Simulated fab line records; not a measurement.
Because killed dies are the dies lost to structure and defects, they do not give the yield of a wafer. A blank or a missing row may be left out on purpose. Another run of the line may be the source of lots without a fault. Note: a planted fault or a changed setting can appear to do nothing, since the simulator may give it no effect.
fab line records | flow sky130
record lots=6 | wafers=17 | last-day=50
route steps=708 shown RES_XHIGH@332 SD_N@342 PAD_OPEN@708
lots with no fault: from the same line, run without faults
start-h: start of the lot's first displayed wafer, in hours after the record's first day | wait-h: time in hours since the lot's previous step | " repeats the value in the row above | L1.1+2: several wafers, shown together as one row | - no value present, or no start provided | * or withheld: withheld | < > ~ a bound
route shown NAME@n: a module of which the file shows steps, and the number in the route of the first | usual: average and standard deviation across the fault-free wafers | same: alike in all rows | chamber/n: place in a boat | sites: the reading at each site | _std_site: how widely they spread, as a standard deviation | _edge_site: inner sites' mean taken away from outer sites' mean | radius-mm: how far each site lies from the wafer's centre | mask NAME#n: copy n | behind: the tool/chamber that last shaped the wafer | hold: why the lot was held/for how many hours/how that ended | device: which transistor (n, p or np) failed to switch | end of line: tests run on the same wafers once the route is complete | a step without rows: its recipe alone | killed: not the wafer's yield, but the dies lost to structure and defects at the first sort | map: shows each die of a wafer: x if killed, . if not, _ if none is there
set.NAME: the setting that was run; set.NAME@STEP: the one run at that earlier step | model.NAME: the simulator's own value behind a step, which no gauge read
lots at some steps of the route; a table a step, a row a wafer
services: when a tool's chamber went out of use (start-h, in hours from the record's first day, below 0 if earlier), for how many hours, and the reason
## steps
# step SKY_RES_XHIGH_DEHYDRATE_00
# recipe temp-c=200 | time-s=60
# step SKY_RES_XHIGH_HMDS_01
# recipe prime-time-s=60 | prime-temp-c=120
# step SKY_RES_XHIGH_COAT_02
# recipe resist=NOVOLAK | spin-rpm=3000 | resist-thk-nm=1140
# step SKY_RES_XHIGH_SOFTBAKE_03
# recipe temp-c=90 | time-s=60 | resist=NOVOLAK
# step SKY_RES_XHIGH_EXPOSE_04
# recipe mask-id=URPM | na=0.6 | source-shape=conventional | sigma-outer=0.6 | polarization=unpolarized | target-cd-nm=1270 | dose-mj=140
# step SKY_RES_XHIGH_PEB_05
# recipe temp-c=withheld | time-s=* | resist=NOVOLAK
# step SKY_RES_XHIGH_DEVELOP_06
# recipe resist=NOVOLAK | developer=TMAH | develop-time-s=60 | dev-temp-c=23
# step SKY_RES_XHIGH_IMPLANT_07
# recipe species=BF2 | energy-kev=20 | dose-cm2=3.6e+14 | tilt-deg=0
# step SKY_RES_XHIGH_STRIP_08
# recipe chemistry=O2/N2 | power-w=1400 | pressure-mtorr=1500 | platen-temp-c=withheld | o2-flow-sccm=3000 | n2-flow-sccm=300 | overash-fraction=0.5
# usual drypump-motor-current-A=5.6/0.39 | oes-product-au=0.711/0.0043 | strip-time-to-endpoint-s=14.29/0.033
lot.wafer | tool            | chamber | start-h | wait-h | drypump-motor-current-A | oes-product-au | rf-hours-counter-h | strip-time-to-endpoint-s
L896.1    | plasma-asher-02 | 0       | 685.05  | 0.1    | 5.2                     | 0.712          | 24                 | 14.28
L896.4    | "               | 0       | "       | "      | 5.2                     | 0.709          | -                  | 14.33
L896.5    | "               | 1       | "       | "      | 5.1                     | 0.715          | -                  | 14.30
L899.1    | plasma-asher-03 | 1       | 706.34  | 0.1    | 6.0                     | 0.721          | 91                 | 14.30
L899.2    | "               | 0       | "       | "      | 6.1                     | 0.717          | 91                 | 14.28
L899.3    | "               | 1       | "       | "      | 6.0                     | 0.710          | -                  | 14.29
L900.1    | plasma-asher-01 | 0       | 710.90  | 0.1    | 5.9                     | 0.708          | 61                 | 14.32
L900.2    | "               | 1       | "       | "      | 5.4                     | 0.719          | 61                 | 14.34
L906.2    | plasma-asher-01 | 0       | 752.59  | 0.1    | 6.0                     | 0.718          | 65                 | 14.27
L906.3    | "               | 0       | "       | "      | 6.0                     | 0.705          | -                  | 14.26
L906.6    | "               | 0       | "       | "      | 5.9                     | 0.713          | -                  | 14.24
L910.1    | plasma-asher-03 | 0       | 790.50  | 0.1    | 6.1                     | 0.711          | 100                | 14.27
L910.4    | "               | 1       | "       | "      | 6.0                     | 0.707          | -                  | 14.25
L910.5    | "               | 0       | "       | "      | 6.1                     | 0.712          | -                  | 14.29
L911.1    | plasma-asher-03 | 1       | 794.93  | 0.1    | 5.9                     | 0.711          | 100                | 14.34
L911.2    | "               | 0       | "       | "      | 6.1                     | 0.710          | 100                | 14.32
L911.6    | "               | 1       | "       | "      | 5.9                     | 0.718          | -                  | 14.31
# step SKY_RES_XHIGH_TW_MEAS_09
# usual RES_XHIGH_TW=1637/11
lot.wafer | tool          | chamber | start-h | wait-h | RES_XHIGH_TW
L896.1    | film-metro-01 | -       | 685.15  | 0.1    | 1646
L896.4    | "             | -       | "       | "      | 1640
L896.5    | "             | -       | "       | "      | 1643
L899.1    | film-metro-02 | -       | 706.44  | 0.1    | 1638
L899.2    | "             | -       | "       | "      | 1643
L899.3    | "             | -       | "       | "      | 1646
L900.1    | film-metro-04 | -       | 711.00  | 0.1    | 1616
L900.2    | "             | -       | "       | "      | 1610
L906.2    | film-metro-04 | -       | 752.70  | 0.1    | 1645
L906.3    | "             | -       | "       | "      | 1639
L906.6    | "             | -       | "       | "      | 1646
L910.1    | film-metro-01 | -       | 790.60  | 0.1    | 1647
L910.4    | "             | -       | "       | "      | 1639
L910.5    | "             | -       | "       | "      | 1641
L911.1    | film-metro-02 | -       | 795.03  | 0.1    | 1644
L911.2    | "             | -       | "       | "      | 1637
L911.6    | "             | -       | "       | "      | 1641
# step SKY_SD_N_DEHYDRATE_00
# recipe temp-c=200 | time-s=60
# step SKY_SD_N_HMDS_01
# recipe prime-time-s=60 | prime-temp-c=120
# step SKY_SD_N_COAT_02
# recipe resist=NOVOLAK | spin-rpm=3000 | resist-thk-nm=1140
# usual resist-line-temp-C=22.98/0.082
lot.wafer | tool           | chamber | start-h | wait-h | resist-line-temp-C | model.NOVOLAK_of_SD_N_COAT_02.thk-nm
L896.1    | litho-track-03 | 0       | 698.99  | 0.1    | 22.99              | 1138
L896.4    | "              | 0       | "       | "      | 22.93              | 1143
L896.5    | "              | 0       | "       | "      | 23.10              | 1139
L899.1    | litho-track-03 | 0       | 719.14  | 0.1    | 22.99              | 1024
L899.2    | "              | 0       | "       | "      | 23.09              | 1023
L899.3    | "              | 0       | "       | "      | 22.98              | 1139
L900.1    | litho-track-03 | 0       | 724.59  | 0.1    | 23.09              | 1024
L900.2    | "              | 0       | "       | "      | 23.03              | 1022
L906.2    | litho-track-04 | 0       | 766.37  | 0.1    | 23.04              | 1140
L906.3    | "              | 0       | "       | "      | 23.18              | 1139
L906.6    | "              | 0       | "       | "      | 23.14              | 1139
L910.1    | litho-track-04 | 0       | 803.05  | 0.1    | 22.89              | 1140
L910.4    | "              | 0       | "       | "      | 22.88              | 1139
L910.5    | "              | 0       | "       | "      | 22.88              | 1140
L911.1    | litho-track-01 | 0       | 807.40  | 0.1    | 22.96              | 1142
L911.2    | "              | 0       | "       | "      | 23.00              | 1143
L911.6    | "              | 0       | "       | "      | 23.08              | 1138
# step SKY_SD_N_SOFTBAKE_03
# recipe temp-c=90 | time-s=60 | resist=NOVOLAK
# step SKY_SD_N_EXPOSE_04
# recipe mask-id=NSDM | na=0.6 | source-shape=conventional | sigma-outer=0.6 | polarization=unpolarized | target-cd-nm=380 | dose-mj=141
# step SKY_SD_N_PEB_05
# recipe temp-c=withheld | time-s=* | resist=NOVOLAK
# step SKY_SD_N_DEVELOP_06
# recipe resist=NOVOLAK | developer=TMAH | develop-time-s=60 | dev-temp-c=23
# usual resist-line-temp-C=23.01/0.11
lot.wafer | tool           | chamber | start-h | wait-h | resist-line-temp-C | model.NOVOLAK_of_SD_N_COAT_02.thk-nm
L896.1    | litho-track-01 | 0       | 712.49  | 0.1    | 22.92              | 1138
L896.4    | "              | 0       | "       | "      | 22.92              | 1142
L896.5    | "              | 0       | "       | "      | 22.93              | 1139
L899.1    | litho-track-04 | 0       | 733.60  | 0.1    | 23.20              | 1023
L899.2    | "              | 0       | "       | "      | 23.07              | 1022
L899.3    | "              | 0       | "       | "      | 23.18              | 1139
L900.1    | litho-track-03 | 0       | 738.69  | 0.1    | 23.07              | 1024
L900.2    | "              | 0       | "       | "      | 22.92              | 1021
L906.2    | litho-track-04 | 0       | 779.22  | 0.1    | 23.06              | 1140
L906.3    | "              | 0       | "       | "      | 22.99              | 1138
L906.6    | "              | 0       | "       | "      | 23.03              | 1138
L910.1    | litho-track-01 | 0       | 816.60  | 0.1    | 22.96              | 1139
L910.4    | "              | 0       | "       | "      | 23.10              | 1139
L910.5    | "              | 0       | "       | "      | 23.04              | 1140
L911.1    | litho-track-03 | 0       | 821.50  | 0.1    | 23.03              | 1141
L911.2    | "              | 0       | "       | "      | 23.01              | 1142
L911.6    | "              | 0       | "       | "      | 23.01              | 1137
# step SKY_SD_N_CD_MEAS_07
# recipe target-cd-nm=380
# usual cd-nm=380.1/1.9
lot.wafer | tool      | chamber | start-h | wait-h | hold                     | cd-nm
L896.1    | cd-sem-02 | -       | 712.64  | 0.1    | -                        | 377.9
L896.4    | "         | -       | "       | "      | -                        | 376.8
L896.5    | "         | -       | "       | "      | -                        | 379.4
L899.1    | cd-sem-02 | -       | 733.75  | 0.1    | await-dispo/0.2h/release | 390.0
L899.2    | "         | -       | "       | "      | await-dispo/0.2h/release | 391.1
L899.3    | "         | -       | "       | "      | await-dispo/0.2h/release | 379.7
L899.1    | cd-sem-02 | -       | 734.03  | 0.3    | -                        | 390.1
L899.2    | "         | -       | "       | "      | -                        | 390.5
L899.3    | "         | -       | "       | "      | -                        | 379.7
L900.1    | cd-sem-02 | -       | 738.84  | 0.1    | await-dispo/0.2h/release | 392.3
L900.2    | "         | -       | "       | "      | await-dispo/0.2h/release | 393.5
L900.1    | cd-sem-02 | -       | 739.26  | 0.4    | -                        | 392.5
L900.2    | "         | -       | "       | "      | -                        | 393.1
L906.2    | cd-sem-01 | -       | 779.47  | 0.2    | -                        | 378.8
L906.3    | "         | -       | "       | "      | -                        | 381.8
L906.6    | "         | -       | "       | "      | -                        | 381.3
L910.1    | cd-sem-02 | -       | 816.75  | 0.1    | -                        | 379.8
L910.4    | "         | -       | "       | "      | -                        | 380.0
L910.5    | "         | -       | "       | "      | -                        | 380.6
L911.1    | cd-sem-01 | -       | 821.65  | 0.1    | -                        | 382.2
L911.2    | "         | -       | "       | "      | -                        | 380.3
L911.6    | "         | -       | "       | "      | -                        | 381.6
# step SKY_SD_N_OVL_MEAS_08
# usual SD_N_OVL=0.8/1.1
lot.wafer | tool       | chamber | start-h | wait-h | hold                     | SD_N_OVL[nm]
L896.1    | overlay-01 | -       | 712.76  | 0.1    | -                        | 1.9
L896.4    | "          | -       | "       | "      | -                        | 0.2
L896.5    | "          | -       | "       | "      | -                        | 1.8
L899.1    | overlay-01 | -       | 736.01  | 2.0    | await-dispo/1.9h/release | 0.7
L899.2    | "          | -       | "       | "      | await-dispo/1.9h/release | 1.3
L899.3    | "          | -       | "       | "      | await-dispo/1.9h/release | -0.3
L900.1    | overlay-02 | -       | 744.10  | 4.8    | await-dispo/4.7h/release | -0.1
L900.2    | "          | -       | "       | "      | await-dispo/4.7h/release | -0.4
L906.2    | overlay-02 | -       | 779.58  | 0.1    | -                        | 5.1
L906.3    | "          | -       | "       | "      | -                        | 0.0
L906.6    | "          | -       | "       | "      | -                        | 2.4
L910.1    | overlay-01 | -       | 816.87  | 0.1    | -                        | -1.8
L910.4    | "          | -       | "       | "      | -                        | 0.7
L910.5    | "          | -       | "       | "      | -                        | 0.8
L911.1    | overlay-02 | -       | 821.77  | 0.1    | -                        | 1.7
L911.2    | "          | -       | "       | "      | -                        | 2.4
L911.6    | "          | -       | "       | "      | -                        | 1.3
# step SKY_SD_N_IMPLANT_09
# recipe species=As | energy-kev=50 | dose-cm2=4e+15 | tilt-deg=0
# step SKY_SD_N_IMPLANT_10
# recipe species=P | energy-kev=20 | dose-cm2=1e+14 | tilt-deg=0
# step SKY_SD_N_STRIP_11
# recipe chemistry=O2/N2 | power-w=1400 | pressure-mtorr=1500 | platen-temp-c=withheld | o2-flow-sccm=3000 | n2-flow-sccm=300 | overash-fraction=0.5
# usual drypump-motor-current-A=5.4/0.47 | oes-product-au=0.527/0.0047 | strip-time-to-endpoint-s=22.55/0.037
lot.wafer | tool            | chamber | start-h | wait-h | drypump-motor-current-A | oes-product-au | rf-hours-counter-h | strip-time-to-endpoint-s
L896.1    | plasma-asher-02 | 0       | 713.10  | 0.1    | 5.2                     | 0.526          | 26                 | 22.51
L896.4    | "               | 1       | "       | "      | 5.1                     | 0.523          | -                  | 22.59
L896.5    | "               | 0       | "       | "      | 5.2                     | 0.526          | -                  | 22.52
L899.1    | plasma-asher-03 | 1       | 736.35  | 0.1    | 5.9                     | 0.517          | 94                 | 21.24
L899.2    | "               | 0       | "       | "      | 6.1                     | 0.510          | 94                 | 21.24
L899.3    | "               | 1       | "       | "      | 6.0                     | 0.529          | -                  | 22.56
L900.1    | plasma-asher-02 | 0       | 744.43  | 0.1    | 5.2                     | 0.521          | 29                 | 21.26
L900.2    | "               | 1       | "       | "      | 5.1                     | 0.512          | 29                 | 21.24
L906.2    | plasma-asher-02 | 1       | 779.91  | 0.1    | 5.1                     | 0.530          | 33                 | 22.56
L906.3    | "               | 1       | "       | "      | 5.1                     | 0.521          | -                  | 22.52
L906.6    | "               | 0       | "       | "      | 5.2                     | 0.538          | -                  | 22.52
L910.1    | plasma-asher-02 | 0       | 817.20  | 0.1    | 5.2                     | 0.531          | 37                 | 22.56
L910.4    | "               | 1       | "       | "      | 5.1                     | 0.533          | -                  | 22.55
L910.5    | "               | 0       | "       | "      | 5.2                     | 0.532          | -                  | 22.57
L911.1    | plasma-asher-02 | 0       | 822.10  | 0.1    | 5.2                     | 0.525          | 37                 | 22.54
L911.2    | "               | 1       | "       | "      | 5.1                     | 0.527          | 37                 | 22.56
L911.6    | "               | 0       | "       | "      | 5.2                     | 0.525          | -                  | 22.48
# step SKY_SD_N_TW_MEAS_12
# usual SD_N_TW=3972/32
lot.wafer | tool          | chamber | start-h | wait-h | SD_N_TW
L896.1    | film-metro-01 | -       | 713.20  | 0.1    | 4019
L896.4    | "             | -       | "       | "      | 4020
L896.5    | "             | -       | "       | "      | 4017
L899.1    | film-metro-02 | -       | 736.45  | 0.1    | 3964
L899.2    | "             | -       | "       | "      | 3965
L899.3    | "             | -       | "       | "      | 3969
L900.1    | film-metro-04 | -       | 744.53  | 0.1    | 3992
L900.2    | "             | -       | "       | "      | 4005
L906.2    | film-metro-04 | -       | 780.02  | 0.1    | 3979
L906.3    | "             | -       | "       | "      | 3988
L906.6    | "             | -       | "       | "      | 3980
L910.1    | film-metro-01 | -       | 817.30  | 0.1    | 4004
L910.4    | "             | -       | "       | "      | 3990
L910.5    | "             | -       | "       | "      | 3981
L911.1    | film-metro-04 | -       | 822.20  | 0.1    | 4007
L911.2    | "             | -       | "       | "      | 3982
L911.6    | "             | -       | "       | "      | 3984
# step SKY_PAD_OPEN_PROBE_99
# usual killed_at_M0_to_M3=42/6.7 | killed_at_M4_up=3.3/2.1 | killed-at-contacts=24/5.1 | killed-at-front-end=15/4.6 | killed-at-other=0.3/0.58 | killed-dies=85/9.9 | killed-open=46/6.9 | killed-short=38/7
# same gross-dies=492 | killed-at-back-side=0
lot.wafer | tool      | chamber | start-h | wait-h | killed_at_M0_to_M3 | killed_at_M4_up | killed-at-contacts | killed-at-front-end | killed-at-other | killed-dies | killed-open | killed-short
L899.1    | prober-01 | -       | 1142.10 | 0.1    | 49                 | 9               | 23                 | 8                   | 0               | 89          | 49          | 35
L899.2    | prober-01 | -       | 1142.15 | 0.1    | 51                 | 1               | 25                 | 20                  | 0               | 97          | 59          | 38
L899.3    | prober-01 | -       | 1142.20 | 0.2    | 35                 | 2               | 29                 | 15                  | 1               | 82          | 51          | 31
L906.2    | prober-02 | -       | 1175.40 | 0.1    | 49                 | 5               | 27                 | 16                  | 0               | 97          | 56          | 39
L906.3    | prober-02 | -       | 1175.45 | 0.2    | 46                 | 0               | 37                 | 15                  | 0               | 98          | 65          | 33
L906.6    | prober-02 | -       | 1175.60 | 0.2    | 61                 | 6               | 31                 | 11                  | 1               | 110         | 53          | 56
L910.1    | prober-02 | -       | 1199.47 | 0.1    | 36                 | 6               | 28                 | 12                  | 0               | 82          | 43          | 39
L910.4    | prober-02 | -       | 1199.62 | 0.2    | 37                 | 1               | 34                 | 7                   | 1               | 80          | 47          | 33
L910.5    | prober-02 | -       | 1199.67 | 0.2    | 47                 | 6               | 28                 | 12                  | 1               | 94          | 49          | 45
# killed by level:class
L899.1 CONTACT:geometric-particle:open=12 VIA3:geometric-particle:open=12 METAL1:geometric-particle:short=8 VIA2:geometric-particle:open=7 VIA1:geometric-particle:open=6 VIA1:geometric-particle:short=5 METAL3:geometric-particle:short=5 VIA4:area-etch=5
L899.2 VIA1:geometric-particle:open=11 CONTACT:geometric-particle:open=10 LI_CONTACT:geometric-particle:open=9 VIA3:geometric-particle:open=9 FIELD_ISO:geometric-particle:short=8 VIA2:geometric-particle:open=6 FIELD_ISO:geometric-particle:open=5 METAL2:geometric-particle:short=5
L899.3 CONTACT:geometric-particle:open=10 VIA1:geometric-particle:open=9 LI_CONTACT:geometric-particle:open=8 POLY_GATE:geometric-particle:short=6 VIA2:geometric-particle:open=5 LOCAL_INTERCONNECT:geometric-particle:short=4 CONTACT:geometric-particle:short=4 METAL2:geometric-particle:open=4
L906.2 VIA1:geometric-particle:open=15 VIA2:geometric-particle:open=9 CONTACT:geometric-particle:open=8 LI_CONTACT:geometric-particle:open=7 CONTACT:geometric-particle:short=7 VIA3:geometric-particle:short=5 METAL2:geometric-particle:short=4 VIA2:geometric-particle:short=4
L906.3 CONTACT:geometric-particle:open=17 VIA1:geometric-particle:open=17 CONTACT:geometric-particle:short=8 LI_CONTACT:geometric-particle:open=6 VIA3:geometric-particle:short=6 FIELD_ISO:geometric-particle:open=4 POLY_GATE:geometric-particle:open=4 VIA3:geometric-particle:open=4
L906.6 VIA1:geometric-particle:open=13 VIA1:geometric-particle:short=10 LI_CONTACT:geometric-particle:open=9 CONTACT:geometric-particle:open=9 VIA3:geometric-particle:open=9 LOCAL_INTERCONNECT:geometric-particle:short=7 VIA3:geometric-particle:short=6 METAL1:geometric-particle:short=6
L910.1 LI_CONTACT:geometric-particle:open=8 CONTACT:geometric-particle:open=8 CONTACT:geometric-particle:short=8 VIA1:geometric-particle:open=7 METAL2:geometric-particle:short=5 VIA3:geometric-particle:open=5 POLY_GATE:geometric-particle:short=4 VIA2:geometric-particle:open=4
L910.4 CONTACT:geometric-particle:open=18 VIA1:geometric-particle:open=9 LI_CONTACT:geometric-particle:open=7 METAL2:geometric-particle:short=7 VIA2:geometric-particle:open=5 CONTACT:geometric-particle:short=4 METAL1:geometric-particle:short=4 VIA1:geometric-particle:short=3
L910.5 VIA1:geometric-particle:open=13 CONTACT:geometric-particle:open=10 LI_CONTACT:geometric-particle:open=6 CONTACT:geometric-particle:short=6 VIA3:geometric-particle:short=5 METAL1:geometric-particle:open=5 METAL2:geometric-particle:short=5 METAL4:geometric-particle:short=5
## services
tool            | chamber | start-h | hours | kind
plasma-asher-03 | -       | 699.71  | 3.8   | repair
plasma-asher-02 | -       | 758.29  | 3.9   | repair
## key
first-sign step=SKY_SD_N_CD_MEAS_07 | reading=visit | direction=added
effect step=SKY_SD_N_CD_MEAS_07 | reading=cd-nm | direction=up | sigmas=5.9 | usual=380.1 | struck=391.7
effect step=SKY_SD_N_STRIP_11 | reading=strip-time-to-endpoint-s | direction=down | sigmas=36 | usual=* | struck=*
model-effect step=SKY_SD_N_COAT_02 | value=NOVOLAK_of_SD_N_COAT_02.thk-nm | without=1141 | struck=1023
model-effect step=SKY_SD_N_DEVELOP_06 | value=NOVOLAK_of_SD_N_COAT_02.thk-nm | without=1141 | struck=1023
met-at SKY_SD_N_COAT_02
struck-wafers L899.1,L899.2,L900.1,L900.2
tester-left-out L899,L900
onset-between 698.99 719.14
fault kind=process-parameter-drift | tool=litho-track-03 | chamber=- | onset-h=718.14 | steps=SKY_SD_N_COAT_02 | channel=resist-thk-nm | offset=-117.76 | shape=step | end-h=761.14 | scope=struck-wafers-only | acts-in=these-recipes-only | stated=1140
# tester-left-out: of these lots the tester's yield and bins aren't shown, on N5 and GAA mostly nor the transistor test; their killed dies are dies lost to structure and defects alone, not to doping, threshold or leakage, so they don't give the yield
